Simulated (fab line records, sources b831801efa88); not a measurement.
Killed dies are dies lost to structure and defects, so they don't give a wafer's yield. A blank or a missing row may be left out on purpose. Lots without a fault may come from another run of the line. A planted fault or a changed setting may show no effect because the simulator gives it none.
fab line records | flow sky130 | part 1 of 2: steps 1 to 33 of 45
record lots=5 wafers=15 last_day=50
route steps=708 shown LDD_HVN@272 LDD_HVP@278 LDD_LDN@289 SPACER@304 POLY_CUT@307
lots that met no fault: from a run of the same line without faults
start_h: hours from the record's first day to the start of the lot's first wafer shown | wait_h: hours since the lot's step before | " the same as in the row above | L1.1+2: a row that stands for several wafers | - no value, or no start given | * or withheld: withheld | < > ~ a bound
route shown NAME@n: a module of which the file shows steps, and the number in the route of the first | usual: mean/standard deviation of fault-free wafers | same: alike in all rows | chamber/n: place in a boat | sites: the reading at each site | _std_site: their standard deviation | _edge_site: outer sites' mean less inner sites' | radius_mm: how far each site lies from the wafer's centre | mask NAME#n: copy n | behind: the tool/chamber that last shaped the wafer | hold: why the lot was held/for how many hours/how that ended | device: the transistor (n, p or np) that didn't switch | end of line: the same wafers' tests at the end of the route | a step without rows: its recipe alone | killed: dies lost to structure and defects at the first sort, not the wafer's yield | map: a wafer's dies, x killed, . not, _ none there
set.NAME: the setting as run; set.NAME@STEP: as run at that earlier step | model.NAME: the simulator's own value behind a step, which no gauge read
lots at some steps of the route; a table a step, a row a wafer
services: from which hour (start_h, from the record's first day; less than 0 if before it) a tool's chamber was out of use, for how many hours, and why
## steps
# step SKY_LDD_HVN_PEB_05
# recipe temp_c=withheld time_s=* resist=NOVOLAK
# columns lot.wafer tool chamber start_h wait_h
L084.2+3+4 litho_track-02 0 - -
L085.1+4+5 litho_track-02 0 - -
L092.1+5+6 litho_track-01 0 - -
L093.1+5+6 litho_track-01 0 - -
L097.3+5+6 litho_track-02 0 - -
# step SKY_LDD_HVN_DEVELOP_06
# recipe resist=NOVOLAK developer=TMAH develop_time_s=60 dev_temp_c=23
# columns lot.wafer tool chamber start_h wait_h
L084.2+3+4 litho_track-02 0 547.50 0.1
L085.1+4+5 litho_track-02 0 558.92 0.1
L092.1+5+6 litho_track-01 0 622.66 0.1
L093.1+5+6 litho_track-01 0 624.21 0.1
L097.3+5+6 litho_track-02 0 663.52 0.1
# step SKY_LDD_HVN_OVL_MEAS_07
# usual LDD_HVN_OVL=0.4/1.1
# columns lot.wafer tool chamber start_h wait_h LDD_HVN_OVL[nm]
L084.2 overlay-02 - 547.63 0.1 0.4
L084.3 " - " " 1.3
L084.4 " - " " -1.0
L085.1 overlay-02 - 559.07 0.1 2.4
L085.4 " - " " 2.1
L085.5 " - " " 0.9
L092.1 overlay-01 - 622.81 0.1 -0.2
L092.5 " - " " -0.2
L092.6 " - " " 1.4
L093.1 overlay-02 - 624.36 0.1 0.7
L093.5 " - " " 0.3
L093.6 " - " " 0.6
L097.3 overlay-02 - 663.63 0.1 0.1
L097.5 " - " " 1.6
L097.6 " - " " 0.3
# step SKY_LDD_HVN_IMPLANT_08
# recipe species=P energy_kev=60 dose_cm2=3e+13 tilt_deg=40
# usual tilt_deg=40.000/0.018
# columns lot.wafer tool chamber start_h wait_h tilt_deg
L084.2 implanter-01 0 547.68 0.0 40.014
L084.3 " 0 " " 39.982
L084.4 " 0 " " 40.001
L085.1 implanter-02 0 559.11 0.0 39.998
L085.4 " 0 " " 39.985
L085.5 " 0 " " 40.041
L092.1 implanter-02 0 622.85 0.0 39.972
L092.5 " 0 " " 39.985
L092.6 " 0 " " 39.986
L093.1 implanter-01 0 624.40 0.0 39.982
L093.5 " 0 " " 40.004
L093.6 " 0 " " 39.993
L097.3 implanter-04 0 663.71 0.1 39.986
L097.5 " 0 " " 39.996
L097.6 " 0 " " 39.995
# step SKY_LDD_HVN_STRIP_09
# recipe chemistry=O2/N2 power_w=1400 pressure_mtorr=1500 platen_temp_c=withheld o2_flow_sccm=3000 n2_flow_sccm=300 overash_fraction=0.5
# usual drypump_motor_current_A=5.9/0.6 oes_product_au=0.409/0.0049 strip_time_to_endpoint_s=4.134/0.017
# columns lot.wafer tool chamber start_h wait_h drypump_motor_current_A oes_product_au rf_hours_counter_h strip_time_to_endpoint_s
L084.2 plasma_asher-04 1 547.81 0.1 6.6 0.403 72 4.114
L084.3 " 0 " " 6.6 0.420 - 4.108
L084.4 " 1 " " 6.7 0.411 - 4.116
L085.1 plasma_asher-04 0 559.26 0.1 6.6 0.407 74 4.114
L085.4 " 1 " " 6.7 0.409 - 4.137
L085.5 " 0 " " 6.6 0.412 - 4.127
L092.1 plasma_asher-04 1 623.00 0.1 6.6 0.407 80 4.112
L092.5 " 0 " " 6.6 0.406 - 4.118
L092.6 " 1 " " 6.7 0.405 - 4.117
L093.1 plasma_asher-03 0 624.55 0.1 4.9 0.411 92 4.154
L093.5 " 0 " " 4.9 0.409 - 4.135
L093.6 " 1 " " 6.0 0.405 - 4.143
L097.3 plasma_asher-03 0 663.84 0.1 4.9 0.412 - 4.159
L097.5 " 1 " " 6.0 0.419 - 4.165
L097.6 " 0 " " 4.9 0.411 - 4.174
# step SKY_LDD_HVN_TW_MEAS_10
# usual LDD_HVN_TW=1428/17
# columns lot.wafer tool chamber start_h wait_h LDD_HVN_TW
L084.2 film_metro-01 - 547.92 0.1 1435
L084.3 " - " " 1430
L084.4 " - " " 1438
L085.1 film_metro-01 - 559.36 0.1 1441
L085.4 " - " " 1434
L085.5 " - " " 1440
L092.1 film_metro-01 - 623.10 0.1 1443
L092.5 " - " " 1443
L092.6 " - " " 1444
L093.1 film_metro-01 - 624.65 0.1 1436
L093.5 " - " " 1427
L093.6 " - " " 1432
L097.3 film_metro-02 - 663.93 0.1 1448
L097.5 " - " " 1448
L097.6 " - " " 1459
# step SKY_LDD_HVP_DEHYDRATE_00
# recipe temp_c=200 time_s=60
# columns lot.wafer tool chamber start_h wait_h
L084.2+3+4 litho_track-04 0 562.03 14.1
L085.1+4+5 litho_track-03 0 573.81 14.4
L092.1+5+6 litho_track-03 0 637.21 14.1
L093.1+5+6 litho_track-03 0 638.81 14.1
L097.3+5+6 litho_track-04 0 677.31 13.4
# step SKY_LDD_HVP_HMDS_01
# recipe prime_time_s=60 prime_temp_c=120
# columns lot.wafer tool chamber start_h wait_h
L084.2+3+4 litho_track-04 0 562.18 0.1
L085.1+4+5 litho_track-03 0 573.96 0.1
L092.1+5+6 litho_track-03 0 637.36 0.1
L093.1+5+6 litho_track-03 0 638.96 0.1
L097.3+5+6 litho_track-04 0 677.46 0.1
# step SKY_LDD_HVP_COAT_02
# recipe resist=NOVOLAK spin_rpm=3000 resist_thk_nm=300
# columns lot.wafer tool chamber start_h wait_h
L084.2+3+4 litho_track-04 0 562.33 0.1
L085.1+4+5 litho_track-03 0 574.11 0.1
L092.1+5+6 litho_track-03 0 637.51 0.1
L093.1+5+6 litho_track-03 0 639.11 0.1
L097.3+5+6 litho_track-04 0 677.61 0.1
# step SKY_LDD_HVP_SOFTBAKE_03
# recipe temp_c=90 time_s=60 resist=NOVOLAK
# columns lot.wafer tool chamber start_h wait_h
L084.2+3+4 litho_track-04 0 562.48 0.1
L085.1+4+5 litho_track-03 0 574.26 0.1
L092.1+5+6 litho_track-03 0 637.66 0.1
L093.1+5+6 litho_track-03 0 639.26 0.1
L097.3+5+6 litho_track-04 0 677.76 0.1
# step SKY_LDD_HVP_EXPOSE_04
# recipe mask_id=HVPTM na=0.6 source_shape=conventional sigma_outer=0.6 polarization=unpolarized target_cd_nm=700 dose_mj=86
# usual reticle_temp_C=23.02/0.1 stage_vel_mm_s=499.99/0.23
# same na=0.6
# columns lot.wafer tool chamber start_h wait_h mask reticle_temp_C stage_vel_mm_s
L084.2 iline_stepper-02 0 - - HVPTM#0 23.03 499.95
L084.3 " 0 " " HVPTM#0 22.93 499.72
L084.4 " 0 " " HVPTM#0 23.04 499.64
L085.1 iline_stepper-01 0 - - HVPTM#0 22.90 500.12
L085.4 " 0 " " HVPTM#0 22.90 500.11
L085.5 " 0 " " HVPTM#0 23.02 500.12
L092.1 iline_stepper-02 0 - - HVPTM#0 23.30 499.87
L092.5 " 0 " " HVPTM#0 23.06 499.89
L092.6 " 0 " " HVPTM#0 23.22 500.26
L093.1 iline_stepper-01 0 - - HVPTM#0 22.92 500.35
L093.5 " 0 " " HVPTM#0 23.00 499.79
L093.6 " 0 " " HVPTM#0 22.77 499.79
L097.3 iline_stepper-01 0 - - HVPTM#0 23.05 500.04
L097.5 " 0 " " HVPTM#0 23.12 500.11
L097.6 " 0 " " HVPTM#0 22.92 499.65
# step SKY_LDD_HVP_PEB_05
# recipe temp_c=withheld time_s=* resist=NOVOLAK
# columns lot.wafer tool chamber start_h wait_h
L084.2+3+4 litho_track-04 0 - -
L085.1+4+5 litho_track-04 0 - -
L092.1+5+6 litho_track-01 0 - -
L093.1+5+6 litho_track-03 0 - -
L097.3+5+6 litho_track-03 0 - -
# step SKY_LDD_HVP_DEVELOP_06
# recipe resist=NOVOLAK developer=TMAH develop_time_s=60 dev_temp_c=23
# columns lot.wafer tool chamber start_h wait_h
L084.2+3+4 litho_track-04 0 577.78 0.1
L085.1+4+5 litho_track-04 0 588.26 0.1
L092.1+5+6 litho_track-01 0 651.21 0.1
L093.1+5+6 litho_track-03 0 652.76 0.1
L097.3+5+6 litho_track-03 0 690.71 0.1
# step SKY_LDD_HVP_OVL_MEAS_07
# usual LDD_HVP_OVL=0.4/1.1
# columns lot.wafer tool chamber start_h wait_h LDD_HVP_OVL[nm]
L084.2 overlay-01 - 577.91 0.1 0.0
L084.3 " - " " -0.5
L084.4 " - " " 0.2
L085.1 overlay-02 - 588.41 0.1 1.5
L085.4 " - " " 0.7
L085.5 " - " " 1.3
L092.1 overlay-01 - 651.36 0.1 -1.2
L092.5 " - " " -0.4
L092.6 " - " " -2.2
L093.1 overlay-02 - 652.91 0.1 -1.2
L093.5 " - " " -1.1
L093.6 " - " " -0.8
L097.3 overlay-01 - 690.82 0.1 -0.5
L097.5 " - " " 0.6
L097.6 " - " " -0.3
# step SKY_LDD_HVP_IMPLANT_08
# recipe species=B energy_kev=20 dose_cm2=1.7e+13 tilt_deg=17.9
# usual tilt_deg=17.897/0.021
# columns lot.wafer tool chamber start_h wait_h tilt_deg
L084.2 implanter-01 0 577.97 0.0 17.902
L084.3 " 0 " " 17.890
L084.4 " 0 " " 17.913
L085.1 implanter-04 0 588.44 0.0 17.907
L085.4 " 0 " " 17.918
L085.5 " 0 " " 17.916
L092.1 implanter-03 0 651.40 0.0 17.864
L092.5 " 0 " " 17.923
L092.6 " 0 " " 17.857
L093.1 implanter-04 0 652.95 0.0 17.885
L093.5 " 0 " " 17.861
L093.6 " 0 " " 17.855
L097.3 implanter-01 0 690.90 0.1 17.904
L097.5 " 0 " " 17.906
L097.6 " 0 " " 17.897
# step SKY_LDD_HVP_STRIP_09
# recipe chemistry=O2/N2 power_w=1400 pressure_mtorr=1500 platen_temp_c=withheld o2_flow_sccm=3000 n2_flow_sccm=300 overash_fraction=0.5
# usual drypump_motor_current_A=5.8/0.66 oes_product_au=0.408/0.0046 strip_time_to_endpoint_s=4.131/0.016
# columns lot.wafer tool chamber start_h wait_h drypump_motor_current_A oes_product_au rf_hours_counter_h strip_time_to_endpoint_s
L084.2 plasma_asher-01 1 578.09 0.1 6.3 0.409 44 4.136
L084.3 " 1 " " 6.3 0.409 - 4.133
L084.4 " 0 " " 4.7 0.402 - 4.154
L085.1 plasma_asher-02 0 588.59 0.1 5.7 0.405 17 4.123
L085.4 " 1 " " 5.7 0.406 - 4.115
L085.5 " 1 " " 5.7 0.406 - 4.136
L092.1 plasma_asher-04 1 651.55 0.1 6.6 0.404 83 4.111
L092.5 " 1 " " 6.7 0.407 - 4.132
L092.6 " 0 " " 6.6 0.409 - 4.135
L093.1 plasma_asher-01 1 653.10 0.1 6.3 0.413 52 4.125
L093.5 " 0 " " 4.7 0.404 - 4.112
L093.6 " 1 " " 6.3 0.408 - 4.132
L097.3 plasma_asher-02 0 691.03 0.1 5.7 0.413 - 4.152
L097.5 " 1 " " 5.7 0.406 - 4.147
L097.6 " 0 " " 5.7 0.408 - 4.166
# step SKY_LDD_HVP_TW_MEAS_10
# usual LDD_HVP_TW=453/5.8
# columns lot.wafer tool chamber start_h wait_h LDD_HVP_TW
L084.2 film_metro-03 - 578.20 0.1 446
L084.3 " - " " 445
L084.4 " - " " 445
L085.1 film_metro-01 - 588.69 0.1 458
L085.4 " - " " 453
L085.5 " - " " 455
L092.1 film_metro-03 - 651.65 0.1 451
L092.5 " - " " 450
L092.6 " - " " 447
L093.1 film_metro-01 - 653.20 0.1 454
L093.5 " - " " 457
L093.6 " - " " 454
L097.3 film_metro-01 - 691.12 0.1 456
L097.5 " - " " 457
L097.6 " - " " 455
# step SKY_LDD_LDN_DEHYDRATE_00
# recipe temp_c=200 time_s=60
# columns lot.wafer tool chamber start_h wait_h
L084.2+3+4 litho_track-02 0 591.80 13.6
L085.1+4+5 litho_track-02 0 603.17 14.5
L092.1+5+6 litho_track-02 0 665.32 13.7
L093.1+5+6 litho_track-01 0 667.66 14.5
L097.3+5+6 litho_track-04 0 704.61 13.5
# step SKY_LDD_LDN_HMDS_01
# recipe prime_time_s=60 prime_temp_c=120
# columns lot.wafer tool chamber start_h wait_h
L084.2+3+4 litho_track-02 0 591.95 0.1
L085.1+4+5 litho_track-02 0 603.32 0.1
L092.1+5+6 litho_track-02 0 665.47 0.1
L093.1+5+6 litho_track-01 0 667.81 0.1
L097.3+5+6 litho_track-04 0 704.76 0.1
# step SKY_LDD_LDN_COAT_02
# recipe resist=NOVOLAK spin_rpm=3000 resist_thk_nm=1140
# columns lot.wafer tool chamber start_h wait_h
L084.2+3+4 litho_track-02 0 592.10 0.1
L085.1+4+5 litho_track-02 0 603.47 0.1
L092.1+5+6 litho_track-02 0 665.62 0.1
L093.1+5+6 litho_track-01 0 667.96 0.1
L097.3+5+6 litho_track-04 0 704.91 0.1
# step SKY_LDD_LDN_SOFTBAKE_03
# recipe temp_c=90 time_s=60 resist=NOVOLAK
# columns lot.wafer tool chamber start_h wait_h
L084.2+3+4 litho_track-02 0 592.25 0.1
L085.1+4+5 litho_track-02 0 603.62 0.1
L092.1+5+6 litho_track-02 0 665.77 0.1
L093.1+5+6 litho_track-01 0 668.11 0.1
L097.3+5+6 litho_track-04 0 705.06 0.1
# step SKY_LDD_LDN_EXPOSE_04
# recipe mask_id=LDNTM na=0.6 source_shape=conventional sigma_outer=0.6 polarization=unpolarized target_cd_nm=700 dose_mj=140
# usual reticle_temp_C=23.00/0.11 stage_vel_mm_s=500.00/0.24
# same na=0.6
# columns lot.wafer tool chamber start_h wait_h mask reticle_temp_C stage_vel_mm_s
L084.2 iline_stepper-02 0 - - LDNTM#0 23.11 500.20
L084.3 " 0 " " LDNTM#0 23.06 500.12
L084.4 " 0 " " LDNTM#0 22.98 499.99
L085.1 iline_stepper-02 0 - - LDNTM#0 23.00 499.59
L085.4 " 0 " " LDNTM#0 22.82 499.80
L085.5 " 0 " " LDNTM#0 23.19 499.82
L092.1 iline_stepper-01 0 - - LDNTM#0 22.98 499.82
L092.5 " 0 " " LDNTM#0 23.23 499.71
L092.6 " 0 " " LDNTM#0 22.99 499.70
L093.1 iline_stepper-01 0 - - LDNTM#0 23.04 499.95
L093.5 " 0 " " LDNTM#0 22.91 500.14
L093.6 " 0 " " LDNTM#0 23.06 499.81
L097.3 iline_stepper-01 0 - - LDNTM#0 22.85 500.09
L097.5 " 0 " " LDNTM#0 22.85 500.64
L097.6 " 0 " " LDNTM#0 22.90 500.23
# step SKY_LDD_LDN_PEB_05
# recipe temp_c=withheld time_s=* resist=NOVOLAK
# columns lot.wafer tool chamber start_h wait_h
L084.2+3+4 litho_track-04 0 - -
L085.1+4+5 litho_track-01 0 - -
L092.1+5+6 litho_track-02 0 - -
L093.1+5+6 litho_track-01 0 - -
L097.3+5+6 litho_track-04 0 - -
# step SKY_LDD_LDN_DEVELOP_06
# recipe resist=NOVOLAK developer=TMAH develop_time_s=60 dev_temp_c=23
# columns lot.wafer tool chamber start_h wait_h
L084.2+3+4 litho_track-04 0 606.83 0.1
L085.1+4+5 litho_track-01 0 617.51 0.1
L092.1+5+6 litho_track-02 0 679.52 0.1
L093.1+5+6 litho_track-01 0 681.56 0.1
L097.3+5+6 litho_track-04 0 718.51 0.1
# step SKY_LDD_LDN_OVL_MEAS_07
# usual LDD_LDN_OVL=-0.1/1.5
# columns lot.wafer tool chamber start_h wait_h LDD_LDN_OVL[nm]
L084.2 overlay-02 - 606.96 0.1 -1.0
L084.3 " - " " -1.1
L084.4 " - " " -0.9
L085.1 overlay-01 - 617.66 0.1 0.4
L085.4 " - " " -0.1
L085.5 " - " " -0.2
L092.1 overlay-02 - 679.67 0.1 -1.1
L092.5 " - " " -0.2
L092.6 " - " " 0.9
L093.1 overlay-01 - 681.71 0.1 1.1
L093.5 " - " " 3.4
L093.6 " - " " 1.4
L097.3 overlay-02 - 718.62 0.1 -0.9
L097.5 " - " " 1.4
L097.6 " - " " 0.4
# step SKY_LDD_LDN_IMPLANT_08
# recipe species=As energy_kev=15 dose_cm2=1.25e+13 tilt_deg=withheld rotation_deg=23
# columns lot.wafer tool chamber start_h wait_h
L084.2+3+4 implanter-01 0 607.02 0.0
L085.1+4+5 implanter-03 0 617.70 0.0
L092.1+5+6 implanter-03 0 679.71 0.0
L093.1+5+6 implanter-01 0 681.75 0.0
L097.3+5+6 implanter-02 0 718.69 0.1
# step SKY_LDD_LDN_IMPLANT_09
# recipe species=As energy_kev=15 dose_cm2=1.25e+13 tilt_deg=withheld rotation_deg=113
# columns lot.wafer tool chamber start_h wait_h
L084.2+3+4 implanter-01 0 607.17 0.1
L085.1+4+5 implanter-03 0 617.85 0.1
L092.1+5+6 implanter-03 0 679.86 0.1
L093.1+5+6 implanter-01 0 681.90 0.1
L097.3+5+6 implanter-02 0 718.84 0.1
# step SKY_LDD_LDN_IMPLANT_10
# recipe species=As energy_kev=15 dose_cm2=1.25e+13 tilt_deg=withheld rotation_deg=203
# columns lot.wafer tool chamber start_h wait_h
L084.2+3+4 implanter-01 0 607.32 0.1
L085.1+4+5 implanter-03 0 618.00 0.1
L092.1+5+6 implanter-03 0 680.01 0.1
L093.1+5+6 implanter-01 0 682.05 0.1
L097.3+5+6 implanter-02 0 718.99 0.1
# step SKY_LDD_LDN_IMPLANT_11
# recipe species=As energy_kev=15 dose_cm2=1.25e+13 tilt_deg=withheld rotation_deg=293
# columns lot.wafer tool chamber start_h wait_h
L084.2+3+4 implanter-01 0 607.47 0.1
L085.1+4+5 implanter-03 0 618.15 0.1
L092.1+5+6 implanter-03 0 680.16 0.1
L093.1+5+6 implanter-01 0 682.20 0.1
L097.3+5+6 implanter-02 0 719.14 0.1
# step SKY_LDD_LDN_STRIP_12
# recipe chemistry=O2/N2 power_w=1400 pressure_mtorr=1500 platen_temp_c=withheld o2_flow_sccm=3000 n2_flow_sccm=300 overash_fraction=0.5
# usual drypump_motor_current_A=5.5/0.55 oes_product_au=0.716/0.0046 strip_time_to_endpoint_s=14.19/0.042
# columns lot.wafer tool chamber start_h wait_h drypump_motor_current_A oes_product_au rf_hours_counter_h strip_time_to_endpoint_s
L084.2 plasma_asher-03 0 607.59 0.1 4.9 0.725 90 14.17
L084.3 " 0 " " 4.9 0.725 - 14.16
L084.4 " 1 " " 6.0 0.712 - 14.19
L085.1 plasma_asher-01 1 618.30 0.1 6.3 0.715 48 14.16
L085.4 " 1 " " 6.3 0.717 - 14.17
L085.5 " 1 " " 6.3 0.716 - 14.14
L092.1 plasma_asher-03 1 680.31 0.1 5.9 0.719 98 14.17
L092.5 " 1 " " 6.0 0.719 - 14.21
L092.6 " 0 " " 4.9 0.706 - 14.19
L093.1 plasma_asher-01 1 682.35 0.1 6.3 0.712 55 14.21
L093.5 " 0 " " 4.7 0.710 - 14.21
L093.6 " 1 " " 6.3 0.712 - 14.17
L097.3 plasma_asher-03 0 719.27 0.1 4.9 0.716 - 14.15
L097.5 " 1 " " 6.0 0.710 - 14.19
L097.6 " 0 " " 4.9 0.721 - 14.14
# step SKY_LDD_LDN_TW_MEAS_13
# usual LDD_LDN_TW=1477/22
# columns lot.wafer tool chamber start_h wait_h LDD_LDN_TW
L084.2 film_metro-03 - 607.70 0.1 1460
L084.3 " - " " 1449
L084.4 " - " " 1453
L085.1 film_metro-03 - 618.40 0.1 1453
L085.4 " - " " 1447
L085.5 " - " " 1451
L092.1 film_metro-04 - 680.41 0.1 1493
L092.5 " - " " 1496
L092.6 " - " " 1492
L093.1 film_metro-03 - 682.45 0.1 1455
L093.5 " - " " 1464
L093.6 " - " " 1463
L097.3 film_metro-03 - 719.36 0.1 1460
L097.5 " - " " 1459
L097.6 " - " " 1463
# step SKY_LDD_LDN_CLEAN_14
# recipe chemistry=SC1/SC2 mix=1:4:20 temp_c=70 time_s=150 dry=n2_spin
# columns lot.wafer tool chamber start_h wait_h
L084.2+3+4 wet_bench-02 3 607.75 0.0
L085.1+4+5 wet_bench-01 3 618.46 0.1
L092.1+5+6 wet_bench-01 1 680.47 0.1
L093.1+5+6 wet_bench-02 2 682.51 0.1
L097.3+5+6 wet_bench-03 3 719.40 0.0
# step SKY_SPACER_CVD_00
# recipe material=Si3N4 precursor=DCS/NH3 target_thk_nm=43.1 temp_c=770 time_s=740 pressure_mtorr=250
# usual spike_tc_lower_C=770.1/1 spike_tc_top_C=782.2/1.4
# columns lot.wafer tool chamber start_h wait_h spike_tc_lower_C spike_tc_top_C
L084.2 lpcvd-02 0 608.94 1.1 771.6 780.7
L084.3 " 0 " " 768.5 780.1
L084.4 " 0 " " 769.6 782.9
L085.1 lpcvd-02 1 619.83 1.3 768.1 781.5
L085.4 " 1 " " 771.2 782.2
L085.5 " 1 " " 770.4 784.5
L092.1 lpcvd-02 0 680.54 0.0 770.2 781.3
L092.5 " 0 " " 769.1 782.8
L092.6 " 0 " " 770.6 780.7
L093.1 lpcvd-02 1 682.56 0.0 771.2 782.7
L093.5 " 1 " " 769.6 783.2
L093.6 " 1 " " 770.1 784.0
L097.3 lpcvd-02 0 720.56 1.1 769.2 780.0
L097.5 " 0 " " 770.0 781.9
L097.6 " 0 " " 769.9 779.9
